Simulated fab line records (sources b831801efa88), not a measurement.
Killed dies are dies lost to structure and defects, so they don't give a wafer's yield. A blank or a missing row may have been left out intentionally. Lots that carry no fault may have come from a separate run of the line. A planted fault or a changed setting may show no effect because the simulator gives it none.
fab line records | flow gf180mcu
[record] lots = 24 | wafers = 72 | last-day = 35
route steps=602 shown STI@31 POLY_GATE@168 SAB@273 M4@459 V4@494
lots that met no fault: from a run of the same line without faults
start-h: start of the lot's first displayed wafer, in hours after the record's first day | wait-h: hours since the lot's step before | " repeats the value in the row above | L1.1+2: a row that stands for several wafers | - either no value or no given start | * or withheld: withheld | < > ~ a bound
route shown NAME@n: NAME is a module with steps in the file, n the number in the route of the first one | usual: mean/standard deviation of fault-free wafers | same: alike in all rows | chamber/n: place in a boat | sites: each site's reading | _std_site: the values' standard deviation | _edge_site: mean of outer sites minus mean of inner sites | radius-mm: how far each site lies from the wafer's centre | mask NAME#n: copy n | behind: the most recent tool/chamber to have shaped the wafer | hold: what put the lot on hold/how long, in hours/how the hold closed | device: transistor that didn't switch, given as n, p or np | end of line: the tests these same wafers got at the end of their route | a step with no rows: only its recipe | killed: the dies lost at the first sort to structure and to defects; this is not the yield of the wafer | map: a wafer's dies, x killed, . not, _ none there
set.NAME: the setting that was run; set.NAME@STEP: the one run at that earlier step | model.NAME: the simulator's own value behind a step, which no gauge read
a sample of lots followed through the steps of the route, with each step as a table and each wafer as a row
services: the hour from which a tool's chamber was out of use, counted from the record's first day as start-h (under 0 if before that day), plus the number of hours and why
[[steps]]
[step GF_STI_THK_MEAS_30]
[recipe] reads = SiO2_of_STI_OXIDATION_29
[usual] STI_OXIDATION_02_THK = 10.09/0.15
lot.wafer | tool          | chamber | start-h | wait-h | STI_OXIDATION_02_THK[nm]
L074.2    | film-metro-01 | -       | 38.19   | 0.0    | 10.17
L074.3    | "             | -       | "       | "      | 10.32
L074.4    | "             | -       | "       | "      | 10.15
L075.4    | film-metro-03 | -       | 38.21   | 0.0    | 9.97
L075.5    | "             | -       | "       | "      | 10.29
L075.6    | "             | -       | "       | "      | 10.08
L076.1    | film-metro-03 | -       | 43.66   | 0.0    | 10.19
L076.2    | "             | -       | "       | "      | 10.09
L076.3    | "             | -       | "       | "      | 9.95
L077.1    | film-metro-01 | -       | 52.06   | 0.0    | 9.95
L077.2    | "             | -       | "       | "      | 9.99
L077.4    | "             | -       | "       | "      | 9.98
L078.2    | film-metro-02 | -       | 53.16   | 0.0    | 10.13
L078.4    | "             | -       | "       | "      | 10.18
L078.6    | "             | -       | "       | "      | 10.15
L079.1    | film-metro-02 | -       | 59.41   | 0.0    | 10.17
L079.3    | "             | -       | "       | "      | 10.09
L079.4    | "             | -       | "       | "      | 10.07
L080.1    | film-metro-03 | -       | 63.10   | 0.0    | 10.13
L080.2    | "             | -       | "       | "      | 10.28
L080.5    | "             | -       | "       | "      | 10.29
L081.1    | film-metro-02 | -       | 67.91   | 0.0    | 10.42
L081.5    | "             | -       | "       | "      | 10.45
L081.6    | "             | -       | "       | "      | 10.40
L082.2    | film-metro-03 | -       | 71.88   | 0.0    | 10.34
L082.5    | "             | -       | "       | "      | 10.32
L082.6    | "             | -       | "       | "      | 10.36
L083.2    | film-metro-02 | -       | 77.69   | 0.0    | 9.97
L083.4    | "             | -       | "       | "      | 9.99
L083.5    | "             | -       | "       | "      | 10.05
L084.2    | film-metro-03 | -       | 82.92   | 0.0    | 10.21
L084.4    | "             | -       | "       | "      | 10.16
L084.5    | "             | -       | "       | "      | 10.13
L085.2    | film-metro-02 | -       | 87.92   | 0.0    | 10.12
L085.3    | "             | -       | "       | "      | 10.09
L085.6    | "             | -       | "       | "      | 10.01
L086.2    | film-metro-02 | -       | 92.00   | 0.0    | 9.87
L086.4    | "             | -       | "       | "      | 10.05
L086.6    | "             | -       | "       | "      | 10.04
L087.1    | film-metro-03 | -       | 97.91   | 0.0    | 9.98
L087.3    | "             | -       | "       | "      | 10.23
L087.4    | "             | -       | "       | "      | 10.24
L088.1    | film-metro-03 | -       | 102.91  | 0.0    | 10.18
L088.3    | "             | -       | "       | "      | 10.37
L088.4    | "             | -       | "       | "      | 10.25
L089.1    | film-metro-03 | -       | 107.17  | 0.0    | 10.06
L089.2    | "             | -       | "       | "      | 10.13
L089.5    | "             | -       | "       | "      | 10.08
L090.4    | film-metro-01 | -       | 113.03  | 0.0    | 10.03
L090.5    | "             | -       | "       | "      | 10.03
L090.6    | "             | -       | "       | "      | 9.98
L091.1    | film-metro-01 | -       | 118.61  | 0.0    | 10.08
L091.3    | "             | -       | "       | "      | 10.26
L091.6    | "             | -       | "       | "      | 10.13
L092.3    | film-metro-02 | -       | 124.02  | 0.0    | 10.09
L092.4    | "             | -       | "       | "      | 9.86
L092.6    | "             | -       | "       | "      | 10.18
L093.1    | film-metro-02 | -       | 128.37  | 0.0    | 9.94
L093.3    | "             | -       | "       | "      | 10.22
L093.4    | "             | -       | "       | "      | 10.15
L094.1    | film-metro-01 | -       | 133.90  | 0.0    | 10.00
L094.2    | "             | -       | "       | "      | 9.91
L094.3    | "             | -       | "       | "      | 10.08
L095.1    | film-metro-02 | -       | 139.04  | 0.0    | 10.05
L095.3    | "             | -       | "       | "      | 10.06
L095.6    | "             | -       | "       | "      | 10.17
L096.2    | film-metro-02 | -       | 145.31  | 0.0    | 10.07
L096.4    | "             | -       | "       | "      | 9.73
L096.5    | "             | -       | "       | "      | 9.88
L097.3    | film-metro-03 | -       | 150.21  | 0.0    | 9.69
L097.5    | "             | -       | "       | "      | 9.93
L097.6    | "             | -       | "       | "      | 9.92
[step GF_POLY_GATE_OVL_MEAS_11]
[usual] POLY_GATE_OVL = -3/5.4
lot.wafer | tool       | chamber | start-h | wait-h | POLY_GATE_OVL[nm]
L074.2    | overlay-01 | -       | 212.74  | 0.1    | -11
L074.3    | "          | -       | "       | "      | -6
L074.4    | "          | -       | "       | "      | -11
L075.4    | overlay-01 | -       | 216.00  | 0.1    | -2
L075.5    | "          | -       | "       | "      | -3
L075.6    | "          | -       | "       | "      | 3
L076.1    | overlay-02 | -       | 220.39  | 0.1    | -14
L076.2    | "          | -       | "       | "      | 2
L076.3    | "          | -       | "       | "      | -6
L077.1    | overlay-02 | -       | 233.09  | 0.1    | 6
L077.2    | "          | -       | "       | "      | 1
L077.4    | "          | -       | "       | "      | -2
L078.2    | overlay-02 | -       | 235.58  | 0.1    | -5
L078.4    | "          | -       | "       | "      | -8
L078.6    | "          | -       | "       | "      | -8
L079.1    | overlay-02 | -       | 244.13  | 0.1    | -8
L079.3    | "          | -       | "       | "      | -4
L079.4    | "          | -       | "       | "      | -16
L080.1    | overlay-02 | -       | 248.59  | 0.1    | -1
L080.2    | "          | -       | "       | "      | -5
L080.5    | "          | -       | "       | "      | -8
L081.1    | overlay-01 | -       | 262.24  | 0.1    | 4
L081.5    | "          | -       | "       | "      | 0
L081.6    | "          | -       | "       | "      | -4
L082.2    | overlay-02 | -       | 262.68  | 0.1    | 1
L082.5    | "          | -       | "       | "      | 0
L082.6    | "          | -       | "       | "      | 1
L083.2    | overlay-01 | -       | 274.35  | 0.1    | -1
L083.4    | "          | -       | "       | "      | -5
L083.5    | "          | -       | "       | "      | 0
L084.2    | overlay-01 | -       | 278.85  | 0.1    | -12
L084.4    | "          | -       | "       | "      | 1
L084.5    | "          | -       | "       | "      | -12
L085.2    | overlay-01 | -       | 288.00  | 0.1    | -4
L085.3    | "          | -       | "       | "      | -3
L085.6    | "          | -       | "       | "      | -3
L086.2    | overlay-01 | -       | 289.83  | 0.1    | -11
L086.4    | "          | -       | "       | "      | -12
L086.6    | "          | -       | "       | "      | 1
L087.1    | overlay-01 | -       | 299.49  | 0.1    | -9
L087.3    | "          | -       | "       | "      | -7
L087.4    | "          | -       | "       | "      | -14
L088.1    | overlay-02 | -       | 305.88  | 0.1    | -11
L088.3    | "          | -       | "       | "      | 1
L088.4    | "          | -       | "       | "      | -4
L089.1    | overlay-02 | -       | 312.49  | 0.1    | 5
L089.2    | "          | -       | "       | "      | 1
L089.5    | "          | -       | "       | "      | -2
L090.4    | overlay-01 | -       | 319.41  | 0.1    | -4
L090.5    | "          | -       | "       | "      | 2
L090.6    | "          | -       | "       | "      | -5
L091.1    | overlay-01 | -       | 328.59  | 0.1    | 7
L091.3    | "          | -       | "       | "      | -4
L091.6    | "          | -       | "       | "      | -2
L092.3    | overlay-02 | -       | 332.62  | 0.1    | -7
L092.4    | "          | -       | "       | "      | 6
L092.6    | "          | -       | "       | "      | 1
L093.1    | overlay-02 | -       | 338.19  | 0.1    | 7
L093.3    | "          | -       | "       | "      | 3
L093.4    | "          | -       | "       | "      | 5
L094.1    | overlay-02 | -       | 348.04  | 0.1    | 1
L094.2    | "          | -       | "       | "      | -5
L094.3    | "          | -       | "       | "      | -12
L095.1    | overlay-02 | -       | 353.99  | 0.1    | -3
L095.3    | "          | -       | "       | "      | -3
L095.6    | "          | -       | "       | "      | -5
L096.2    | overlay-01 | -       | 362.38  | 0.1    | -4
L096.4    | "          | -       | "       | "      | -2
L096.5    | "          | -       | "       | "      | -3
L097.3    | overlay-02 | -       | 371.80  | 0.1    | -10
L097.5    | "          | -       | "       | "      | -4
L097.6    | "          | -       | "       | "      | 0
[step GF_SAB_CD_MEAS_09]
[recipe] target-cd-nm = 420
[usual] cd-nm = 419.8/2
lot.wafer | tool      | chamber | start-h | wait-h | cd-nm
L074.2    | cd-sem-02 | -       | 359.74  | 0.1    | 419.8
L074.3    | "         | -       | "       | "      | 417.6
L074.4    | "         | -       | "       | "      | 419.2
L075.4    | cd-sem-01 | -       | 367.53  | 0.1    | 418.2
L075.5    | "         | -       | "       | "      | 419.1
L075.6    | "         | -       | "       | "      | 418.1
L076.1    | cd-sem-01 | -       | 372.37  | 0.1    | 422.0
L076.2    | "         | -       | "       | "      | 421.3
L076.3    | "         | -       | "       | "      | 419.0
L077.1    | cd-sem-02 | -       | 388.37  | 0.1    | 417.2
L077.2    | "         | -       | "       | "      | 417.8
L077.4    | "         | -       | "       | "      | 418.9
L078.2    | cd-sem-01 | -       | 399.99  | 0.1    | 420.2
L078.4    | "         | -       | "       | "      | 420.4
L078.6    | "         | -       | "       | "      | 419.4
L079.1    | cd-sem-01 | -       | 407.61  | 0.1    | 422.1
L079.3    | "         | -       | "       | "      | 423.9
L079.4    | "         | -       | "       | "      | 420.5
L080.1    | cd-sem-02 | -       | 407.72  | 0.1    | 418.7
L080.2    | "         | -       | "       | "      | 418.9
L080.5    | "         | -       | "       | "      | 417.9
L081.1    | cd-sem-01 | -       | 423.27  | 0.1    | 419.3
L081.5    | "         | -       | "       | "      | 419.4
L081.6    | "         | -       | "       | "      | 418.2
L082.2    | cd-sem-01 | -       | 423.68  | 0.1    | 420.6
L082.5    | "         | -       | "       | "      | 420.0
L082.6    | "         | -       | "       | "      | 420.7
L083.2    | cd-sem-02 | -       | 438.63  | 0.1    | 422.1
L083.4    | "         | -       | "       | "      | 422.3
L083.5    | "         | -       | "       | "      | 422.1
L084.2    | cd-sem-01 | -       | 446.58  | 0.1    | 419.1
L084.4    | "         | -       | "       | "      | 418.7
L084.5    | "         | -       | "       | "      | 419.2
L085.2    | cd-sem-01 | -       | 456.79  | 0.1    | 419.9
L085.3    | "         | -       | "       | "      | 420.1
L085.6    | "         | -       | "       | "      | 420.9
L086.2    | cd-sem-02 | -       | 458.38  | 0.1    | 421.6
L086.4    | "         | -       | "       | "      | 420.7
L086.6    | "         | -       | "       | "      | 419.9
L087.1    | cd-sem-02 | -       | 469.17  | 0.1    | 418.0
L087.3    | "         | -       | "       | "      | 417.6
L087.4    | "         | -       | "       | "      | 417.2
L088.1    | cd-sem-02 | -       | 475.35  | 0.1    | 418.8
L088.3    | "         | -       | "       | "      | 421.3
L088.4    | "         | -       | "       | "      | 421.1
L089.1    | cd-sem-02 | -       | 487.47  | 0.1    | 418.4
L089.2    | "         | -       | "       | "      | 417.5
L089.5    | "         | -       | "       | "      | 417.8
L090.4    | cd-sem-01 | -       | 492.56  | 0.1    | 422.3
L090.5    | "         | -       | "       | "      | 421.4
L090.6    | "         | -       | "       | "      | 420.6
L091.1    | cd-sem-02 | -       | 503.02  | 0.1    | 414.2
L091.3    | "         | -       | "       | "      | 416.0
L091.6    | "         | -       | "       | "      | 415.1
L092.3    | cd-sem-01 | -       | 507.81  | 0.1    | 421.1
L092.4    | "         | -       | "       | "      | 419.9
L092.6    | "         | -       | "       | "      | 421.2
L093.1    | cd-sem-01 | -       | 514.27  | 0.1    | 419.5
L093.3    | "         | -       | "       | "      | 419.6
L093.4    | "         | -       | "       | "      | 422.6
L094.1    | cd-sem-02 | -       | 523.32  | 0.1    | 420.2
L094.2    | "         | -       | "       | "      | 423.9
L094.3    | "         | -       | "       | "      | 422.7
L095.1    | cd-sem-02 | -       | 531.10  | 0.1    | 419.2
L095.3    | "         | -       | "       | "      | 420.0
L095.6    | "         | -       | "       | "      | 418.2
L096.2    | cd-sem-01 | -       | 538.94  | 0.1    | 419.0
L096.4    | "         | -       | "       | "      | 415.6
L096.5    | "         | -       | "       | "      | 417.6
L097.3    | cd-sem-01 | -       | 548.81  | 0.1    | 420.2
L097.5    | "         | -       | "       | "      | 419.1
L097.6    | "         | -       | "       | "      | 421.8
[step GF_M4_SPUTTER_03]
[recipe] material = Ti | target-thk-nm = 10 | substrate-temp-c = 300 | chamber-pressure-pa = 0.3 | power-w = 3000 | time-s = 6.7
[usual] throttle-valve-pct = 29.9/0.75
lot.wafer | tool           | chamber | start-h | wait-h | throttle-valve-pct
L074.2    | pvd-sputter-02 | -       | 541.46  | 0.0    | 30.6
L074.3    | "              | -       | "       | "      | 30.0
L074.4    | "              | -       | "       | "      | 30.2
L075.4    | pvd-sputter-02 | -       | 551.31  | 0.0    | 29.8
L075.5    | "              | -       | "       | "      | 30.3
L075.6    | "              | -       | "       | "      | 29.7
L076.1    | pvd-sputter-01 | -       | 553.07  | 0.0    | 31.2
L076.2    | "              | -       | "       | "      | 30.5
L076.3    | "              | -       | "       | "      | 30.4
L077.1    | pvd-sputter-02 | -       | 568.20  | 0.0    | 30.3
L077.2    | "              | -       | "       | "      | 29.8
L077.4    | "              | -       | "       | "      | 29.9
L078.2    | pvd-sputter-02 | -       | 577.59  | 0.0    | 29.7
L078.4    | "              | -       | "       | "      | 29.8
L078.6    | "              | -       | "       | "      | 30.4
L079.1    | pvd-sputter-01 | -       | 582.75  | 0.0    | 30.1
L079.3    | "              | -       | "       | "      | 30.1
L079.4    | "              | -       | "       | "      | 29.0
L080.1    | pvd-sputter-02 | -       | 583.70  | 0.0    | 29.6
L080.2    | "              | -       | "       | "      | 29.9
L080.5    | "              | -       | "       | "      | 29.9
L081.1    | pvd-sputter-01 | -       | 599.73  | 0.0    | 28.9
L081.5    | "              | -       | "       | "      | 30.1
L081.6    | "              | -       | "       | "      | 30.3
L082.2    | pvd-sputter-02 | -       | 599.80  | 0.0    | 29.9
L082.5    | "              | -       | "       | "      | 30.0
L082.6    | "              | -       | "       | "      | 30.5
L083.2    | pvd-sputter-01 | -       | 612.14  | 0.0    | 31.0
L083.4    | "              | -       | "       | "      | 30.2
L083.5    | "              | -       | "       | "      | 30.4
L084.2    | pvd-sputter-01 | -       | 617.70  | 0.0    | 30.8
L084.4    | "              | -       | "       | "      | 30.3
L084.5    | "              | -       | "       | "      | 31.1
L085.2    | pvd-sputter-01 | -       | 627.94  | 0.0    | 29.1
L085.3    | "              | -       | "       | "      | 30.3
L085.6    | "              | -       | "       | "      | 29.0
L086.2    | pvd-sputter-02 | -       | 628.32  | 0.0    | 29.9
L086.4    | "              | -       | "       | "      | 29.6
L086.6    | "              | -       | "       | "      | 29.8
L087.1    | pvd-sputter-04 | -       | 637.51  | 0.0    | 30.1
L087.3    | "              | -       | "       | "      | 29.9
L087.4    | "              | -       | "       | "      | 29.2
L088.1    | pvd-sputter-01 | -       | 641.42  | 0.0    | 31.2
L088.3    | "              | -       | "       | "      | 30.5
L088.4    | "              | -       | "       | "      | 28.8
L089.1    | pvd-sputter-04 | -       | 651.19  | 0.0    | 27.6
L089.2    | "              | -       | "       | "      | 30.0
L089.5    | "              | -       | "       | "      | 29.4
L090.4    | pvd-sputter-04 | -       | 657.39  | 0.0    | 30.0
L090.5    | "              | -       | "       | "      | 30.3
L090.6    | "              | -       | "       | "      | 27.5
L091.1    | pvd-sputter-02 | -       | 665.27  | 0.0    | 29.5
L091.3    | "              | -       | "       | "      | 30.1
L091.6    | "              | -       | "       | "      | 29.3
L092.3    | pvd-sputter-02 | -       | 670.02  | 0.0    | 29.5
L092.4    | "              | -       | "       | "      | 29.9
L092.6    | "              | -       | "       | "      | 29.8
L093.1    | pvd-sputter-02 | -       | 672.29  | 0.0    | 29.7
L093.3    | "              | -       | "       | "      | 29.9
L093.4    | "              | -       | "       | "      | 30.3
L094.1    | pvd-sputter-02 | -       | 680.69  | 0.0    | 29.8
L094.2    | "              | -       | "       | "      | 29.8
L094.3    | "              | -       | "       | "      | 29.5
L095.1    | pvd-sputter-01 | -       | 688.72  | 0.0    | 31.0
L095.3    | "              | -       | "       | "      | 29.1
L095.6    | "              | -       | "       | "      | 28.8
L096.2    | pvd-sputter-04 | -       | 694.43  | 0.0    | 29.9
L096.4    | "              | -       | "       | "      | 29.3
L096.5    | "              | -       | "       | "      | 30.0
L097.3    | pvd-sputter-04 | -       | 704.49  | 0.0    | 30.2
L097.5    | "              | -       | "       | "      | 30.5
L097.6    | "              | -       | "       | "      | 27.5
[step GF_V4_STRIP_18]
[recipe] chemistry = O2/N2 | power-w = 1400 | pressure-mtorr = 1500 | platen-temp-c = 250 | o2-flow-sccm = 3000 | n2-flow-sccm = 300 | overash-fraction = 0.5
[usual] drypump-motor-current-A = 5.7/0.49 | heater-power-w = 325/10 | oes-product-au = 0.594/0.0046
lot.wafer | tool            | chamber | start-h | wait-h | drypump-motor-current-A | heater-power-w | oes-product-au | rf-hours-counter-h
L074.2    | plasma-asher-01 | 1       | 584.91  | -      | 5.9                     | 322            | 0.595          | 16
L074.3    | "               | 0       | "       | "      | 5.2                     | 324            | 0.595          | -
L074.4    | "               | 1       | "       | "      | 5.9                     | 332            | 0.600          | -
L075.4    | plasma-asher-01 | 0       | 594.79  | -      | 5.2                     | 329            | 0.586          | -
L075.5    | "               | 0       | "       | "      | 5.2                     | 329            | 0.590          | -
L075.6    | "               | 1       | "       | "      | 5.9                     | 326            | 0.585          | -
L076.1    | plasma-asher-01 | 1       | 595.79  | -      | 5.9                     | 329            | 0.589          | 16
L076.2    | "               | 0       | "       | "      | 5.2                     | 329            | 0.587          | 16
L076.3    | "               | 1       | "       | "      | 5.9                     | 321            | 0.588          | -
L077.1    | plasma-asher-03 | 1       | 611.61  | -      | 5.2                     | 311            | 0.592          | 86
L077.2    | "               | 0       | "       | "      | 6.2                     | 325            | 0.595          | 86
L077.4    | "               | 0       | "       | "      | 6.2                     | 326            | 0.590          | -
L078.2    | plasma-asher-01 | 0       | 622.01  | -      | 5.2                     | 315            | 0.593          | 19
L078.4    | "               | 0       | "       | "      | 5.2                     | 321            | 0.598          | -
L078.6    | "               | 0       | "       | "      | 5.2                     | 327            | 0.598          | -
L079.1    | plasma-asher-04 | 1       | 627.26  | -      | 6.7                     | 320            | 0.587          | 100
L079.3    | "               | 0       | "       | "      | 6.1                     | 353            | 0.596          | -
L079.4    | "               | 1       | "       | "      | 6.7                     | 320            | 0.591          | -
L080.1    | plasma-asher-03 | 1       | 627.30  | -      | 5.2                     | 311            | 0.592          | 88
L080.2    | "               | 0       | "       | "      | 6.2                     | 334            | 0.593          | 88
L080.5    | "               | 0       | "       | "      | 6.2                     | 329            | 0.592          | -
L081.1    | plasma-asher-01 | 1       | 643.01  | -      | 5.9                     | 329            | 0.593          | 21
L081.5    | "               | 1       | "       | "      | 5.9                     | 332            | 0.585          | -
L081.6    | "               | 0       | "       | "      | 5.2                     | 329            | 0.600          | -
L082.2    | plasma-asher-01 | 0       | 643.50  | -      | 5.2                     | 329            | 0.587          | 21
L082.5    | "               | 1       | "       | "      | 5.9                     | 328            | 0.591          | -
L082.6    | "               | 0       | "       | "      | 5.2                     | 320            | 0.597          | -
L083.2    | plasma-asher-03 | 0       | 654.45  | -      | 6.2                     | 323            | 0.596          | 91
L083.4    | "               | 0       | "       | "      | 6.2                     | 326            | 0.589          | -
L083.5    | "               | 1       | "       | "      | 5.2                     | 300            | 0.595          | -
L084.2    | plasma-asher-01 | 1       | 659.51  | -      | 5.9                     | 328            | 0.596          | 23
L084.4    | "               | 0       | "       | "      | 5.2                     | 324            | 0.593          | -
L084.5    | "               | 0       | "       | "      | 5.2                     | 324            | 0.600          | -
L085.2    | plasma-asher-04 | 0       | 670.14  | -      | 6.1                     | 359            | 0.593          | 105
L085.3    | "               | 1       | "       | "      | 6.7                     | 320            | 0.595          | -
L085.6    | "               | 1       | "       | "      | 6.7                     | 320            | 0.588          | -
L086.2    | plasma-asher-03 | 0       | 670.56  | -      | 6.2                     | 334            | 0.598          | 92
L086.4    | "               | 1       | "       | "      | 5.2                     | 312            | 0.592          | -
L086.6    | "               | 0       | "       | "      | 6.2                     | 328            | 0.599          | -
L087.1    | plasma-asher-01 | 1       | 678.81  | -      | 5.9                     | 322            | 0.591          | 25
L087.3    | "               | 1       | "       | "      | 5.9                     | 320            | 0.583          | -
L087.4    | "               | 0       | "       | "      | 5.2                     | 327            | 0.593          | -
L088.1    | plasma-asher-01 | 0       | 682.40  | -      | 5.2                     | 322            | 0.598          | 25
L088.3    | "               | 1       | "       | "      | 5.9                     | 328            | 0.590          | -
L088.4    | "               | 0       | "       | "      | 5.3                     | 320            | 0.592          | -
L089.1    | plasma-asher-01 | 1       | 691.75  | -      | 5.9                     | 322            | 0.597          | 27
L089.2    | "               | 0       | "       | "      | 5.2                     | 330            | 0.596          | 27
L089.5    | "               | 0       | "       | "      | 5.2                     | 327            | 0.597          | -
L090.4    | plasma-asher-04 | 0       | 698.72  | -      | 6.1                     | 344            | 0.592          | -
L090.5    | "               | 1       | "       | "      | 6.7                     | 327            | 0.596          | -
L090.6    | "               | 0       | "       | "      | 6.1                     | 353            | 0.594          | -
L091.1    | plasma-asher-03 | 0       | 706.97  | -      | 6.2                     | 334            | 0.598          | 96
L091.3    | "               | 0       | "       | "      | 6.2                     | 337            | 0.596          | -
L091.6    | "               | 1       | "       | "      | 5.2                     | 310            | 0.594          | -
L092.3    | plasma-asher-01 | 1       | 710.69  | -      | 5.9                     | 325            | 0.594          | -
L092.4    | "               | 0       | "       | "      | 5.3                     | 339            | 0.591          | -
L092.6    | "               | 0       | "       | "      | 5.2                     | 326            | 0.593          | -
L093.1    | plasma-asher-03 | 0       | 712.81  | -      | 6.2                     | 332            | 0.589          | 97
L093.3    | "               | 0       | "       | "      | 6.2                     | 338            | 0.595          | -
L093.4    | "               | 1       | "       | "      | 5.2                     | 313            | 0.593          | -
L094.1    | plasma-asher-04 | 0       | 720.49  | -      | 6.1                     | 351            | 0.600          | 110
L094.2    | "               | 1       | "       | "      | 6.7                     | 312            | 0.592          | 110
L094.3    | "               | 0       | "       | "      | 6.1                     | 337            | 0.590          | -
L095.1    | plasma-asher-03 | 0       | 728.37  | -      | 6.2                     | 322            | 0.591          | 98
L095.3    | "               | 0       | "       | "      | 6.2                     | 328            | 0.596          | -
L095.6    | "               | 0       | "       | "      | 6.2                     | 327            | 0.602          | -
L096.2    | plasma-asher-01 | 0       | 733.50  | -      | 5.2                     | 324            | 0.591          | 31
L096.4    | "               | 0       | "       | "      | 5.2                     | 326            | 0.596          | -
L096.5    | "               | 1       | "       | "      | 5.9                     | 327            | 0.586          | -
L097.3    | plasma-asher-01 | 1       | 742.53  | -      | 5.9                     | 327            | 0.603          | -
L097.5    | "               | 0       | "       | "      | 5.2                     | 317            | 0.596          | -
L097.6    | "               | 1       | "       | "      | 5.9                     | 323            | 0.597          | -
[step GF_V4_RS_MEAS_24]
[recipe] thk-meas-gauge = four-point-probe | reads = W_of_V4_CVD_23+TiN_of_V4_SPUTTER_22+Ti_of_V4_SPUTTER_21
[usual] V4_W_RS = 0.324/0.0042
lot.wafer | tool          | chamber | start-h | wait-h | V4_W_RS[ohm/sq]
L074.2    | film-metro-01 | -       | 585.67  | 0.1    | 0.320
L074.3    | "             | -       | "       | "      | 0.320
L074.4    | "             | -       | "       | "      | 0.328
L075.4    | film-metro-04 | -       | 595.59  | 0.1    | 0.317
L075.5    | "             | -       | "       | "      | 0.325
L075.6    | "             | -       | "       | "      | 0.317
L076.1    | film-metro-03 | -       | 596.65  | 0.1    | 0.318
L076.2    | "             | -       | "       | "      | 0.327
L076.3    | "             | -       | "       | "      | 0.321
L077.1    | film-metro-04 | -       | 612.38  | 0.1    | 0.320
L077.2    | "             | -       | "       | "      | 0.330
L077.4    | "             | -       | "       | "      | 0.320
L078.2    | film-metro-01 | -       | 622.77  | 0.1    | 0.322
L078.4    | "             | -       | "       | "      | 0.321
L078.6    | "             | -       | "       | "      | 0.323
L079.1    | film-metro-03 | -       | 628.00  | 0.1    | 0.318
L079.3    | "             | -       | "       | "      | 0.328
L079.4    | "             | -       | "       | "      | 0.319
L080.1    | film-metro-01 | -       | 628.05  | 0.1    | 0.331
L080.2    | "             | -       | "       | "      | 0.324
L080.5    | "             | -       | "       | "      | 0.327
L081.1    | film-metro-03 | -       | 643.78  | 0.1    | 0.327
L081.5    | "             | -       | "       | "      | 0.319
L081.6    | "             | -       | "       | "      | 0.328
L082.2    | film-metro-03 | -       | 644.30  | 0.1    | 0.318
L082.5    | "             | -       | "       | "      | 0.319
L082.6    | "             | -       | "       | "      | 0.320
L083.2    | film-metro-04 | -       | 655.25  | 0.1    | 0.324
L083.4    | "             | -       | "       | "      | 0.326
L083.5    | "             | -       | "       | "      | 0.324
L084.2    | film-metro-04 | -       | 660.27  | 0.1    | 0.316
L084.4    | "             | -       | "       | "      | 0.321
L084.5    | "             | -       | "       | "      | 0.329
L085.2    | film-metro-04 | -       | 670.91  | 0.1    | 0.327
L085.3    | "             | -       | "       | "      | 0.324
L085.6    | "             | -       | "       | "      | 0.322
L086.2    | film-metro-01 | -       | 671.33  | 0.1    | 0.321
L086.4    | "             | -       | "       | "      | 0.328
L086.6    | "             | -       | "       | "      | 0.321
L087.1    | film-metro-01 | -       | 679.55  | 0.1    | 0.326
L087.3    | "             | -       | "       | "      | 0.337
L087.4    | "             | -       | "       | "      | 0.325
L088.1    | film-metro-04 | -       | 683.15  | 0.1    | 0.324
L088.3    | "             | -       | "       | "      | 0.323
L088.4    | "             | -       | "       | "      | 0.321
L089.1    | film-metro-01 | -       | 692.52  | 0.1    | 0.319
L089.2    | "             | -       | "       | "      | 0.320
L089.5    | "             | -       | "       | "      | 0.322
L090.4    | film-metro-03 | -       | 699.49  | 0.1    | 0.321
L090.5    | "             | -       | "       | "      | 0.320
L090.6    | "             | -       | "       | "      | 0.322
L091.1    | film-metro-03 | -       | 707.71  | 0.1    | 0.325
L091.3    | "             | -       | "       | "      | 0.326
L091.6    | "             | -       | "       | "      | 0.325
L092.3    | film-metro-03 | -       | 711.44  | 0.1    | 0.326
L092.4    | "             | -       | "       | "      | 0.325
L092.6    | "             | -       | "       | "      | 0.325
L093.1    | film-metro-04 | -       | 713.57  | 0.1    | 0.327
L093.3    | "             | -       | "       | "      | 0.323
L093.4    | "             | -       | "       | "      | 0.322
L094.1    | film-metro-01 | -       | 721.23  | 0.1    | 0.322
L094.2    | "             | -       | "       | "      | 0.326
L094.3    | "             | -       | "       | "      | 0.327
L095.1    | film-metro-03 | -       | 729.12  | 0.1    | 0.322
L095.3    | "             | -       | "       | "      | 0.322
L095.6    | "             | -       | "       | "      | 0.326
L096.2    | film-metro-04 | -       | 734.26  | 0.1    | 0.327
L096.4    | "             | -       | "       | "      | 0.326
L096.5    | "             | -       | "       | "      | 0.324
L097.3    | film-metro-04 | -       | 743.28  | 0.1    | 0.329
L097.5    | "             | -       | "       | "      | 0.324
L097.6    | "             | -       | "       | "      | 0.329
[[services]]
tool            | chamber | start-h | hours | kind
plasma-asher-04 | -       | 526.80  | 0.8   | repair
pvd-sputter-04  | -       | 528.36  | 100.4 | repair
pvd-sputter-01  | -       | 539.03  | 2.9   | repair
plasma-asher-01 | -       | 568.80  | 6.6   | repair
plasma-asher-03 | -       | 592.21  | 4.8   | repair
pvd-sputter-01  | -       | 593.55  | 0.6   | repair
pvd-sputter-01  | 0       | 607.56  | -     | consumable-replace:kit
pvd-sputter-01  | 0       | 607.56  | 18.0  | scheduled-down
pvd-sputter-01  | 0       | 607.56  | 18.0  | vent-cycle
pvd-sputter-04  | -       | 619.01  | 0.9   | repair
plasma-asher-01 | -       | 627.73  | 2.0   | repair
pvd-sputter-02  | -       | 632.31  | 5.7   | repair
pvd-sputter-01  | -       | 662.82  | 0.5   | repair
pvd-sputter-01  | -       | 697.10  | 1.8   | repair
plasma-asher-01 | -       | 713.11  | 1.2   | repair
pvd-sputter-01  | 3       | 727.93  | -     | consumable-replace:kit
pvd-sputter-01  | 3       | 727.93  | 18.0  | scheduled-down
pvd-sputter-01  | 3       | 727.93  | 18.0  | vent-cycle
plasma-asher-04 | -       | 733.75  | 9.0   | pm
plasma-asher-04 | 0       | 733.75  | 9.0   | vent-cycle
plasma-asher-03 | -       | 741.51  | 3.3   | repair
pvd-sputter-02  | 0       | 741.96  | -     | consumable-replace:kit
pvd-sputter-02  | 0       | 741.96  | 18.0  | scheduled-down
pvd-sputter-02  | 0       | 741.96  | 18.0  | vent-cycle
[[key]]
fault none
